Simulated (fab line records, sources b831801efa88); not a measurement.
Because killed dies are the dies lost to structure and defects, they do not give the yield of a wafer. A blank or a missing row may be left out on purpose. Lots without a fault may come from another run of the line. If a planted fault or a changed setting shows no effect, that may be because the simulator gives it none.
What tool caused it? | flow sky130 | 11 lots with 33 wafers sampled at 4 steps, on a route of 708 steps

## WHAT EACH GAUGE READ, for each wafer
SKY_CONTACT_THK_MEAS_01. Usual: CONTACT_CVD_00_THK typically reads 74.9 nm, with standard deviation 1.
lot  | measured     | on            | CONTACT_CVD_00_THK (nm) | flag
L670 | day 30 18:09 | film-metro-01 | 74.8 73.4 75.5          |
L671 | day 31 01:29 | film-metro-03 | 72.5 72.6 74.3          |
L672 | day 32 04:27 | film-metro-04 | 74.4 76.6 76.0          |
L673 | day 32 12:41 | film-metro-01 | 73.4 73.9 76.1          |
L676 | day 32 23:58 | film-metro-03 | 73.7 74.2 73.9          |
L677 | day 33 10:15 | film-metro-04 | 74.7 75.1 76.6          |
L678 | day 33 18:04 | film-metro-04 | 75.0 77.1 77.1          |
L683 | day 35 04:17 | film-metro-03 | 78.6 78.8 80.1          | OFF
L684 | day 35 08:40 | film-metro-03 | 72.9 75.1 74.7          |
L685 | day 35 19:41 | film-metro-03 | 79.3 79.1 80.9          | OFF
L690 | day 37 17:33 | film-metro-01 | 74.5 75.6 75.8          |

## WHICH TOOL RAN EACH LOT (tool, then ch and the chambers of the sampled wafers, then the start)
lot  | SKY_LI_CONTACT_CVD_21         | SKY_LI_CONTACT_CMP_24         | SKY_CONTACT_CVD_00
L670 | cvd-w-02 ch 0,1, day 29 12:53 | cmp-01 ch 1,2,3, day 29 13:11 | pecvd-02 ch 0,1,2, day 30 18:07
L671 | cvd-w-01 ch 0,1, day 29 21:04 | cmp-02 ch 1,2,3, day 29 21:22 | pecvd-03 ch 0,1, day 31 01:27
L672 | cvd-w-01 ch 1, day 31 00:31   | cmp-01 ch 0,2, day 31 00:52   | pecvd-01 ch 1,2, day 32 04:25
L673 | cvd-w-02 ch 1, day 31 07:38   | cmp-01 ch 1,3, day 31 08:04   | pecvd-03 ch 1,2, day 32 12:40
L676 | cvd-w-01 ch 0,1, day 31 18:50 | cmp-01 ch 1,3, day 31 19:08   | pecvd-03 ch 1,2, day 32 23:56
L677 | cvd-w-02 ch 0,1, day 32 05:17 | cmp-02 ch 0,1, day 32 05:36   | pecvd-02 ch 0,1, day 33 10:12
L678 | cvd-w-01 ch 0,1, day 32 12:52 | cmp-02 ch 0,2,3, day 32 13:13 | pecvd-01 ch 0,2, day 33 18:00
L683 | cvd-w-02 ch 0,1, day 34 00:17 | cmp-02 ch 1,2,3, day 34 00:39 | pecvd-03 ch 0,1,2, day 35 04:14
L684 | cvd-w-01 ch 0,1, day 34 04:28 | cmp-02 ch 0,1,3, day 34 04:52 | pecvd-02 ch 0,1,2, day 35 08:38
L685 | cvd-w-02 ch 0,1, day 34 16:08 | cmp-02 ch 1,2,3, day 34 16:26 | pecvd-03 ch 0,1, day 35 19:40
L690 | cvd-w-02 ch 0, day 36 13:48   | cmp-02 ch 0,3, day 36 14:14   | pecvd-02 ch 0,1, day 37 17:31
- SKY_LI_CONTACT_CVD_21: deposits W, target thk 400 nm, time 120.56 s.
- SKY_LI_CONTACT_CMP_24: polishes, stops on PSG, t overpolish 20 s, target thk 0 nm.
- SKY_CONTACT_CVD_00: deposits Si3N4, target thk 75 nm.

## WHAT THE TOOLS THEMSELVES READ (means of the sampled wafers that have a number; where no wafer has one, the mark that the record gives instead)
SKY_LI_CONTACT_CVD_21. Usual: heater-power-w at 867 W, with a standard deviation of 69.
lot  | tool     | heater-power-w (W) | flag
L670 | cvd-w-02 | 883                |
L671 | cvd-w-01 | 813                |
L672 | cvd-w-01 | 769                |
L673 | cvd-w-02 | 952                |
L676 | cvd-w-01 | 809                |
L677 | cvd-w-02 | 927                |
L678 | cvd-w-01 | 847                |
L683 | cvd-w-02 | 889                |
L684 | cvd-w-01 | 805                |
L685 | cvd-w-02 | 878                |
L690 | cvd-w-02 | 844                |

SKY_LI_CONTACT_CMP_24. Usual: motor-current-A 11.7 A, standard deviation 0.87; overpolish-run-s 20.001 s, standard deviation 0.0081; time-to-endpoint-s 97 s, standard deviation 4.1.
lot  | tool   | motor-current-A (A) | overpolish-run-s (s) | time-to-endpoint-s (s) | flag
L670 | cmp-01 | 12.1                | 19.994               | 101                    |
L671 | cmp-02 | 11.3                | 20.006               | 101                    |
L672 | cmp-01 | 12.4                | 19.999               | 100                    |
L673 | cmp-01 | 12.5                | 19.999               | 99                     |
L676 | cmp-01 | 12.0                | 19.995               | 97                     |
L677 | cmp-02 | 11.7                | 20.005               | 92                     |
L678 | cmp-02 | 11.5                | 20.000               | 96                     |
L683 | cmp-02 | 11.5                | 20.000               | 102                    |
L684 | cmp-02 | 11.4                | 20.005               | 96                     |
L685 | cmp-02 | 11.7                | 19.990               | 96                     |
L690 | cmp-02 | 10.7                | 20.003               | 98                     |

SKY_CONTACT_CVD_00. Usual: heater-power-w at 689 W, with a standard deviation of 110.
lot  | tool     | heater-power-w (W) | flag
L670 | pecvd-02 | 680                |
L671 | pecvd-03 | 701                |
L672 | pecvd-01 | 558                |
L673 | pecvd-03 | 730                |
L676 | pecvd-03 | 792                |
L677 | pecvd-02 | 655                |
L678 | pecvd-01 | 690                |
L683 | pecvd-03 | 702                |
L684 | pecvd-02 | 662                |
L685 | pecvd-03 | 730                |
L690 | pecvd-02 | 719                |

## THE ANSWER, worked out from the rows above alone
Rule: take the mean of a lot's wafers that have a number; if it is more than 3 standard deviations from the usual mean, the lot is off. A lot without any number at a reading at which 4 lots or more have one is off too. All remaining lots with rows at the step are treated as sound. The gauges are gone through in route order, then the tools' own readings, and for those a lot's mean is taken as printed above. At the first step where some lot is off, the reading lying furthest off is the one used; lots without a number count as furthest.
Off: L683, L685, at SKY_CONTACT_THK_MEAS_01 (CONTACT_CVD_00_THK).
If a tool, at a process step before that reading, ran all the lots that are off and no sound lot after the first of them, it fits. Gauges at SKY_CONTACT_THK_MEAS_01: tried the same way as those tools. One fits: SKY_CONTACT_CVD_00 on pecvd-03. Its last sound lot is L676 (day 32 23:56), its first lot that is off L683 (day 35 04:14): a fault that began between those two fits.

## WHAT HAD BEEN PUT IN BY THE SIMULATOR
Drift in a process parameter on pecvd-03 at SKY_CONTACT_CVD_00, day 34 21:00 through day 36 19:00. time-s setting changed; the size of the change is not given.
Shown lots that were struck: L683, L685. Same finding as the rule above.
